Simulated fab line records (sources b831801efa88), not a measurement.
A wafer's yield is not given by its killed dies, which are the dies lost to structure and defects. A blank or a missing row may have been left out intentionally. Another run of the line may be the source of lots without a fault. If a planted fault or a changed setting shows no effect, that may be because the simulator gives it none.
Check of tool commonality / flow sky130 / Lots sampled 11, wafers sampled 33

## REASON IT WAS OPENED
2 of 11 lots carry a flag on the reading POLY_GATE_TW at SKY_RES_PROTECT_TW_MEAS_08. Fault-free wafers read 4019, with a standard deviation of 38.
Rule: a lot gets a flag if all its wafers with a number sit over 4 standard deviations from that mean, or if no wafer of it has a number. The other lots count as sound.

lot=L351; measured=day 15 07:11; on=film_metro-02; POLY_GATE_TW, wafer by wafer=3992 3978 3977; flag=
lot=L357; measured=day 17 19:47; on=film_metro-01; POLY_GATE_TW, wafer by wafer=3987 3991 3999; flag=
lot=L356; measured=day 17 20:04; on=film_metro-02; POLY_GATE_TW, wafer by wafer=3984 3971 3961; flag=
lot=L358; measured=day 18 00:25; on=film_metro-01; POLY_GATE_TW, wafer by wafer=3978 4013 3979; flag=
lot=L359; measured=day 18 12:25; on=film_metro-02; POLY_GATE_TW, wafer by wafer=3987 4001 3986; flag=
lot=L360; measured=day 19 03:47; on=film_metro-03; POLY_GATE_TW, wafer by wafer=3784 3789 3783; flag=FLAGGED
lot=L362; measured=day 19 14:11; on=film_metro-03; POLY_GATE_TW, wafer by wafer=3794 3776 3797; flag=FLAGGED
lot=L364; measured=day 20 08:46; on=film_metro-02; POLY_GATE_TW, wafer by wafer=3988 3993 3986; flag=
lot=L366; measured=day 20 17:46; on=film_metro-01; POLY_GATE_TW, wafer by wafer=3970 3963 3970; flag=
lot=L367; measured=day 20 22:26; on=film_metro-01; POLY_GATE_TW, wafer by wafer=3973 3954 3985; flag=
lot=L373; measured=day 23 01:13; on=film_metro-03; POLY_GATE_TW, wafer by wafer=4065 4058 4056; flag=
On average the flagged lots' numbers are 3787, which is -232 against the usual, or -6 standard deviations.

## WHICH TOOL EACH LOT WENT THROUGH
3 process steps preceding the reading are held in the record, out of 708 steps in the route. Cell contents, in order: the tool; ch with the chambers the sampled wafers went through; the start.
lot=L351; flag=; SKY_RES_PROTECT_SOFTBAKE_03=litho_track-01 ch 0, day 14 18:13; SKY_POLY_GATE_IMPLANT_02=implanter-01 ch 0, day 15 06:58; SKY_RES_PROTECT_STRIP_07=plasma_asher-03 ch 0,1, day 15 07:06
lot=L357; flag=; SKY_RES_PROTECT_SOFTBAKE_03=litho_track-01 ch 0, day 17 05:01; SKY_POLY_GATE_IMPLANT_02=implanter-04 ch 0, day 17 19:34; SKY_RES_PROTECT_STRIP_07=plasma_asher-01 ch 0,1, day 17 19:41
lot=L356; flag=; SKY_RES_PROTECT_SOFTBAKE_03=litho_track-03 ch 0, day 17 05:26; SKY_POLY_GATE_IMPLANT_02=implanter-01 ch 0, day 17 19:50; SKY_RES_PROTECT_STRIP_07=plasma_asher-01 ch 0,1, day 17 19:58
lot=L358; flag=; SKY_RES_PROTECT_SOFTBAKE_03=litho_track-01 ch 0, day 17 09:02; SKY_POLY_GATE_IMPLANT_02=implanter-04 ch 0, day 18 00:11; SKY_RES_PROTECT_STRIP_07=plasma_asher-01 ch 0, day 18 00:19
lot=L359; flag=; SKY_RES_PROTECT_SOFTBAKE_03=litho_track-02 ch 0, day 17 22:09; SKY_POLY_GATE_IMPLANT_02=implanter-04 ch 0, day 18 12:12; SKY_RES_PROTECT_STRIP_07=plasma_asher-03 ch 0,1, day 18 12:19
lot=L360; flag=FLAGGED; SKY_RES_PROTECT_SOFTBAKE_03=litho_track-02 ch 0, day 18 12:39; SKY_POLY_GATE_IMPLANT_02=implanter-04 ch 0, day 19 03:35; SKY_RES_PROTECT_STRIP_07=plasma_asher-03 ch 0,1, day 19 03:41
lot=L362; flag=FLAGGED; SKY_RES_PROTECT_SOFTBAKE_03=litho_track-01 ch 0, day 18 23:16; SKY_POLY_GATE_IMPLANT_02=implanter-04 ch 0, day 19 13:58; SKY_RES_PROTECT_STRIP_07=plasma_asher-03 ch 0,1, day 19 14:05
lot=L364; flag=; SKY_RES_PROTECT_SOFTBAKE_03=litho_track-01 ch 0, day 19 17:20; SKY_POLY_GATE_IMPLANT_02=implanter-02 ch 0, day 20 08:32; SKY_RES_PROTECT_STRIP_07=plasma_asher-04 ch 0,1, day 20 08:40
lot=L366; flag=; SKY_RES_PROTECT_SOFTBAKE_03=litho_track-02 ch 0, day 20 03:47; SKY_POLY_GATE_IMPLANT_02=implanter-02 ch 0, day 20 17:31; SKY_RES_PROTECT_STRIP_07=plasma_asher-03 ch 0,1, day 20 17:40
lot=L367; flag=; SKY_RES_PROTECT_SOFTBAKE_03=litho_track-03 ch 0, day 20 10:29; SKY_POLY_GATE_IMPLANT_02=implanter-02 ch 0, day 20 22:11; SKY_RES_PROTECT_STRIP_07=plasma_asher-03 ch 0,1, day 20 22:19
lot=L373; flag=; SKY_RES_PROTECT_SOFTBAKE_03=litho_track-01 ch 0, day 22 10:46; SKY_POLY_GATE_IMPLANT_02=implanter-01 ch 0, day 23 00:49; SKY_RES_PROTECT_STRIP_07=plasma_asher-01 ch 0,1, day 23 01:07
These steps, and what they do:
- SKY_RES_PROTECT_SOFTBAKE_03: time 62.21 s.
- SKY_POLY_GATE_IMPLANT_02
- SKY_RES_PROTECT_STRIP_07: strips in O2/N2.
- SKY_RES_PROTECT_TW_MEAS_08

## FLAGGED AGAINST TOTAL, ONE TOOL AT A TIME (gauges that did the reading follow at the end)
step=SKY_RES_PROTECT_SOFTBAKE_03; tool=litho_track-01; lots run=6; flagged=1; share of the flagged lots=some; sound lots run after its first flagged lot=2 (L364,L373)
step=SKY_RES_PROTECT_SOFTBAKE_03; tool=litho_track-02; lots run=3; flagged=1; share of the flagged lots=some; sound lots run after its first flagged lot=1 (L366)
step=SKY_RES_PROTECT_SOFTBAKE_03; tool=litho_track-03; lots run=2; flagged=0; share of the flagged lots=none; sound lots run after its first flagged lot=-
step=SKY_POLY_GATE_IMPLANT_02; tool=implanter-01; lots run=3; flagged=0; share of the flagged lots=none; sound lots run after its first flagged lot=-
step=SKY_POLY_GATE_IMPLANT_02; tool=implanter-02; lots run=3; flagged=0; share of the flagged lots=none; sound lots run after its first flagged lot=-
step=SKY_POLY_GATE_IMPLANT_02; tool=implanter-04; lots run=5; flagged=2; share of the flagged lots=all; sound lots run after its first flagged lot=0
step=SKY_RES_PROTECT_STRIP_07; tool=plasma_asher-01; lots run=4; flagged=0; share of the flagged lots=none; sound lots run after its first flagged lot=-
step=SKY_RES_PROTECT_STRIP_07; tool=plasma_asher-03; lots run=6; flagged=2; share of the flagged lots=all; sound lots run after its first flagged lot=2 (L366,L367)
step=SKY_RES_PROTECT_STRIP_07; tool=plasma_asher-04; lots run=1; flagged=0; share of the flagged lots=none; sound lots run after its first flagged lot=-
step=SKY_RES_PROTECT_TW_MEAS_08; tool=film_metro-01; lots run=4; flagged=0; share of the flagged lots=none; sound lots run after its first flagged lot=-
step=SKY_RES_PROTECT_TW_MEAS_08; tool=film_metro-02; lots run=4; flagged=0; share of the flagged lots=none; sound lots run after its first flagged lot=-
step=SKY_RES_PROTECT_TW_MEAS_08; tool=film_metro-03; lots run=3; flagged=2; share of the flagged lots=all; sound lots run after its first flagged lot=1 (L373)

## THE TABLE: WHAT IT ALLOWS
Every flagged lot was run by 3 rows of the table: implanter-04 at SKY_POLY_GATE_IMPLANT_02, plasma_asher-03 at SKY_RES_PROTECT_STRIP_07 and film_metro-03 at SKY_RES_PROTECT_TW_MEAS_08.
- implanter-04 at SKY_POLY_GATE_IMPLANT_02: 2 of its 5 lots flagged. A fault beginning between L359 (day 18 12:12), its last sound lot, and L360 (day 19 03:35), its first flagged one, fits the data. Its own readings (beam_on_s, dose_ions_cm2) fall more than 4 standard deviations out on all wafers of the flagged lots.
- plasma_asher-03 at SKY_RES_PROTECT_STRIP_07: 2 of its 6 lots flagged. After the first flagged lot (L366, L367), sound lots still ran on it; a lasting fault on the whole tool would not permit that. Its own readings (oes_product_au, strip_time_to_endpoint_s) fall more than 4 standard deviations out on all wafers of the flagged lots.
- film_metro-03 at SKY_RES_PROTECT_TW_MEAS_08: 2 of its 3 lots flagged. After the first flagged lot (L373), sound lots still ran on it; a lasting fault on the whole tool would not permit that.
Left over: one tool, implanter-04 at SKY_POLY_GATE_IMPLANT_02.

## WHAT THE SIMULATOR HAD PUT IN
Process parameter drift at SKY_POLY_GATE_IMPLANT_02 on implanter-04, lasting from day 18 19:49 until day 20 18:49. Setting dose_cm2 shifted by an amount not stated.
Struck lots among those shown: L360, L362. Same finding as the rule above.
